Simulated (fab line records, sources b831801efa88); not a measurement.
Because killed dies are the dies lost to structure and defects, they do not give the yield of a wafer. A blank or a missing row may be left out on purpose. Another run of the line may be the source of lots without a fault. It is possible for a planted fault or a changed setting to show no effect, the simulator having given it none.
Matching of chambers + flow sky130 + SKY_POLY_GATE_ETCH_16 on rie diel-03: 4 sister chambers
The step etches Si3N4 in CH3F/O2, stops on poly-Si, time 147.5 s, target depth 75 nm. 8 wafers are shown with their chamber, then 8 later ones without.

WAFERS WITH THEIR CHAMBER
| wafer  | chamber | drypump motor current A (A) | throttle valve pct (%) |
|--------|---------|-----------------------------|------------------------|
| L075.1 | 3       | 5.8                         | 10.552                 |
| L078.6 | 2       | 5.9                         | 10.543                 |
| L080.2 | 0       | 4.6                         | 10.531                 |
| L080.5 | 3       | 5.8                         | 10.534                 |
| L084.2 | 2       | 6.0                         | 10.530                 |
| L084.4 | 1       | 5.0                         | 10.532                 |
| L084.6 | 0       | 4.6                         | 10.546                 |
| L092.1 | 1       | 5.0                         | 10.529                 |

WAFERS MISSING THEIR CHAMBER
| wafer  | drypump motor current A (A) | throttle valve pct (%) |
|--------|-----------------------------|------------------------|
| L092.3 | 6.0                         | 10.540                 |
| L092.4 | 5.8                         | 10.540                 |
| L093.2 | 4.6                         | 10.530                 |
| L093.5 | 5.9                         | 10.527                 |
| L093.6 | 5.0                         | 10.537                 |
| L094.1 | 4.6                         | 10.551                 |
| L094.4 | 5.0                         | 10.538                 |
| L094.6 | 5.0                         | 10.553                 |

WHICH CHAMBER EACH WENT THROUGH
| wafer  | from the rows above     | in truth |
|--------|-------------------------|----------|
| L092.3 | 2                       | 2        |
| L092.4 | 3                       | 3        |
| L093.2 | 0                       | 0        |
| L093.5 | can't be placed: 2 or 3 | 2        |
| L093.6 | 1                       | 1        |
| L094.1 | 0                       | 0        |
| L094.4 | 1                       | 1        |
| L094.6 | 1                       | 1        |
Correct placement for 7 of the 8. These rows do not allow placing 1 (true chamber among the candidates in 1). Wrongly placed: 0.
How it was worked out, from the rows above alone: a wafer's distance from a chamber is the root of the sum, over the readings, of the square of ((its reading less the chamber's mean) divided by the reading's scatter). The wafer belongs to the nearest chamber; if the next one is less than 2 further off, it can't be placed. A chamber's mean is the mean of its shown wafers. The scatter: the root of (the sum of the squares of (reading less its chamber's mean) over the shown wafers, divided by (wafers less chambers)).
